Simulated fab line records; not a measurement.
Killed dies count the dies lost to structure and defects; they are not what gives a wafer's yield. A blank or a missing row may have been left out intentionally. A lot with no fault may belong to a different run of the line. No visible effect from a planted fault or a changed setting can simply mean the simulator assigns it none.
Which of the tools did it? ; flow sky130 ; Sampling: 12 lots, 36 wafers, 3 of 708 route steps

## WHAT THE GAUGES READ, wafer by wafer
SKY_VT_ADJUST_NCORE_OVL_MEAS_08.
lot;measured;on;VT_ADJUST_NCORE_OVL (nm)
L837;day 8 12:31;overlay-02;0.8 -1.9 -1.5
L838;day 9 13:26;overlay-02;-0.4 -2.5 -1.7
L839;day 9 13:50;overlay-02;-2.7 -3.7 -2.7
L840;day 9 13:59;overlay-01;-1.2 -2.0 -0.3
L842;day 9 17:57;overlay-02;-0.7 -1.6 -1.5
L841;day 9 19:02;overlay-01;1.7 -0.4 0.1
L843;day 10 02:02;overlay-01;-2.2 -0.9 -1.8
L844;day 10 17:41;overlay-01;-0.6 -0.2 0.4
L853;day 13 08:26;overlay-02;-1.3 -1.7 -1.2
L856;day 14 05:29;overlay-02;-0.5 -4.2 -0.6
L859;day 16 07:44;overlay-02;-1.8 -0.5 -1.1
L860;day 16 09:08;overlay-01;-0.5 -1.3 1.2

SKY_VT_ADJUST_HVTR_TW_MEAS_11.
lot;measured;on;VT_ADJUST_HVTR_TW
L837;day 9 10:28;film-metro-03;209.6 209.4 209.4
L838;day 10 12:38;film-metro-04;209.3 209.6 210.0
L839;day 10 13:10;film-metro-04;209.6 209.8 209.0
L840;day 10 13:16;film-metro-03;208.7 210.5 210.1
L842;day 10 16:30;film-metro-04;209.5 210.3 209.6
L841;day 10 18:04;film-metro-03;210.5 210.4 210.5
L843;day 11 01:20;film-metro-04;208.8 209.3 209.9
L844;day 11 18:31;film-metro-04;209.4 208.4 209.7
L853;day 14 10:46;film-metro-03;210.2 210.2 210.1
L856;day 15 09:40;film-metro-03;209.6 210.4 210.8
L859;day 17 12:55;film-metro-04;209.2 209.7 209.2
L860;day 17 13:52;film-metro-04;209.7 208.9 209.2

## EACH LOT AND THE TOOL THAT RAN IT (in order: tool; ch and the chambers of the sampled wafers; start)
lot;SKY_VT_ADJUST_NCORE_STRIP_10
L837;plasma-asher-02 ch 0,1, day 8 12:42
L838;plasma-asher-02 ch 0,1, day 9 13:37
L839;plasma-asher-02 ch 0,1, day 9 14:02
L840;plasma-asher-04 ch 0,1, day 9 14:10
L842;plasma-asher-04 ch 0,1, day 9 18:10
L841;plasma-asher-01 ch 0,1, day 9 19:13
L843;plasma-asher-04 ch 0,1, day 10 02:15
L844;plasma-asher-02 ch 0,1, day 10 17:52
L853;plasma-asher-01 ch 0,1, day 13 08:37
L856;plasma-asher-02 ch 0,1, day 14 05:40
L859;plasma-asher-01 ch 0,1, day 16 07:56
L860;plasma-asher-02 ch 0,1, day 16 09:19
- SKY_VT_ADJUST_NCORE_STRIP_10: strips in O2/N2.

## WHAT THE TOOLS THEMSELVES READ (means of the sampled wafers that have a number; where no wafer has one, the mark that the record gives instead)
SKY_VT_ADJUST_NCORE_STRIP_10.
lot;tool;drypump-motor-current-A (A);oes-product-au (a.u.);strip-time-to-endpoint-s (s)
L837;plasma-asher-02;5.4;0.714;14.10
L838;plasma-asher-02;5.4;0.718;14.17
L839;plasma-asher-02;5.1;0.716;14.14
L840;plasma-asher-04;6.3;0.712;14.17
L842;plasma-asher-04;6.1;0.713;14.20
L841;plasma-asher-01;5.6;0.718;14.12
L843;plasma-asher-04;6.2;0.716;14.18
L844;plasma-asher-02;5.4;0.713;14.14
L853;plasma-asher-01;5.8;0.719;14.21
L856;plasma-asher-02;5.4;0.718;14.18
L859;plasma-asher-01;5.7;0.714;14.18
L860;plasma-asher-02;5.4;0.715;14.18

## THE ANSWER, worked out from the rows above alone
Rule: the usual values come from the lots themselves. The widest of any qualifying gaps counts: lots, ordered by their means at a reading, are off when they make up no more than a third of the lots, leave a main group of 4 or more, and stand apart from it by 3 or more times the standard deviation of that group's means. A main group is skipped when, at the precision printed for the reading in the tables above, its means are all equal. A lot without any number at a reading at which 4 lots or more have one is off too. Where the step has rows for the other lots, those lots are counted as sound. First the gauges in route order, then the tools' own readings, where a lot's mean is used as printed above. The first step at which some lot is off is used, and at that step the reading that is off furthest; a lot without a number counts as furthest.
Across all readings shown, no lot is off: no conclusion can be drawn from this.

## WHAT HAD BEEN PUT IN BY THE SIMULATOR
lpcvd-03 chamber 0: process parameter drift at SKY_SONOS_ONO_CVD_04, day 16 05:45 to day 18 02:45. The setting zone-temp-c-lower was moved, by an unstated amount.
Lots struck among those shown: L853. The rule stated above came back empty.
